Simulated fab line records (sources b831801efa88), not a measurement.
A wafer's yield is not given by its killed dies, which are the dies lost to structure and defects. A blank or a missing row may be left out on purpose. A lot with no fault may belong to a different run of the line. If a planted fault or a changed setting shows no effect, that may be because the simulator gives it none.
Split-lot study ; flow sfq-line ; 23 wafers read from 5 lots, route of 325 steps

THE SPLIT ITSELF
At SFQ_TRILAYER_I0_VIA_LITHO_PEB_034 (peb time 60 s), the setting peb-time-s was moved away from the recipe's 60 s on 8 of the 23 wafers read, by -13.0% to +11.9%. All remaining wafers had this setting at the recipe value.

FROM THE SPLIT TO THE READING: what the file shows between them, 2 steps
- SFQ_TRILAYER_I0_VIA_LITHO_DEVELOP_033: time 60 s
- SFQ_TRILAYER_I0_VIA_BARC_OPEN_VIA_ETCH_046: etches BARC in O2, target depth 125 nm, time 41.7 s

THE READING
I0.cd-nm (the simulator's own value, which no gauge read), in nm, at SFQ_TRILAYER_I0_VIA_ETCH_VIA_ETCH_034 (etches SiO2 in CHF3, stops on Nb, target depth 260 nm). There is no usual value for it anywhere in the file. Average 499.3 nm, standard deviation 2 nm, over the 15 wafers here run with the recipe.

wafer;tool, chamber at the split;peb-time-s as run, s;against the recipe;I0.cd-nm, nm;against lot-mates on the recipe
L079.1;litho-track-02, 0;60;recipe;502.1;-
L079.2;litho-track-02, 0;60;recipe;500;-
L079.5;litho-track-02, 0;60;recipe;501.7;-
L080.1;litho-track-04, 0;53.97;-10.1%;481;-16.6
L080.2;litho-track-04, 0;53.97;-10.1%;484.5;-13.1
L080.3;litho-track-04, 0;60;recipe;497.3;-
L080.5;litho-track-04, 0;60;recipe;497.5;-
L080.6;litho-track-04, 0;60;recipe;498;-
L081.1;litho-track-01, 0;60;recipe;499.8;-
L081.2;litho-track-01, 0;60;recipe;499.9;-
L081.3;litho-track-01, 0;60;recipe;499.1;-
L081.4;litho-track-01, 0;60;recipe;497.1;-
L081.5;litho-track-01, 0;60;recipe;498.9;-
L083.2;litho-track-01, 0;60;recipe;503.2;-
L083.3;litho-track-01, 0;52.21;-13.0%;480;-22.1
L083.4;litho-track-01, 0;52.21;-13.0%;480.5;-21.6
L083.5;litho-track-01, 0;52.21;-13.0%;480.1;-22.0
L083.6;litho-track-01, 0;60;recipe;501;-
L084.1;litho-track-04, 0;67.12;+11.9%;514.4;+17.6
L084.2;litho-track-04, 0;67.12;+11.9%;515;+18.2
L084.3;litho-track-04, 0;60;recipe;496.9;-
L084.4;litho-track-04, 0;60;recipe;496.7;-
L084.6;litho-track-04, 0;67.12;+11.9%;513.6;+16.8

FIT RESULTS
A straight line over all 23 wafers: I0.cd-nm changes by +1.41 nm for each +1% of peb-time-s; r = +0.98; the points scatter about the line by 2 nm.
The same after taking each lot's own level away (the mean of its wafers on the recipe; 23 wafers): +1.57 nm for each +1%; r = +0.99; scatter 1.2 nm.
Per that fit: largest peb-time-s move, reading shift of 20 nm.
The span of the lots' own levels, 496.80 to 502.10 nm, comes to 2.7 times the standard deviation stated above.
Hence the lot-to-lot level has little effect on the slope; both slopes agree.
Check: with one of the wafers moved furthest among these (-13.0%) left out of the fit, the line predicts -20.3 nm for it against its lot-mates. Against them it came out at -22.1 nm.

THE OTHER SPLITS THESE WAFERS WENT THROUGH
Other splits were also applied to these wafers ahead of the reading. Each is held against what the fit with the lots' levels taken away leaves over:
other split on the same wafers;wafers away from the commonest value;r with I0.cd-nm (lot level and that fit taken away)
SFQ_TRILAYER_L0_LITHO_COAT_010 resist-thk-nm;5;+0.24
SFQ_TRILAYER_L0_LITHO_PEB_008 peb-temp-c;5;+0.02
SFQ_TRILAYER_L0_VIA_LITHO_COAT_013 resist-thk-nm;11;+0.30
SFQ_TRILAYER_M0_LITHO_COAT_026 spin-rpm;11;+0.08
SFQ_TRILAYER_I0_DEP_PECVD_027 time-s;10;+0.19
SFQ_TRILAYER_I0_VIA_LITHO_COAT_031 resist-thk-nm;4;-0.35

THE WHOLE CHAIN: every reading that the file lists as answering this split, in the file's order
step;what it does;reading;change (the file's fit);r (the file's)
SFQ_TRILAYER_I0_VIA_BARC_OPEN_VIA_ETCH_046;etches BARC in O2, target depth 125 nm, time 41.7 s;I0.cd-nm (the simulator's own value, which no gauge read);+1.5 nm for each +1% of the setting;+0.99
SFQ_TRILAYER_I0_VIA_ETCH_VIA_ETCH_034;etches SiO2 in CHF3, stops on Nb, target depth 260 nm;I0.cd-nm (the simulator's own value, which no gauge read);+1.57 nm for each +1% of the setting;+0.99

FILE'S OWN FIT
I0.cd-nm changes by +1.57 nm for each +1% of peb-time-s, r = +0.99.
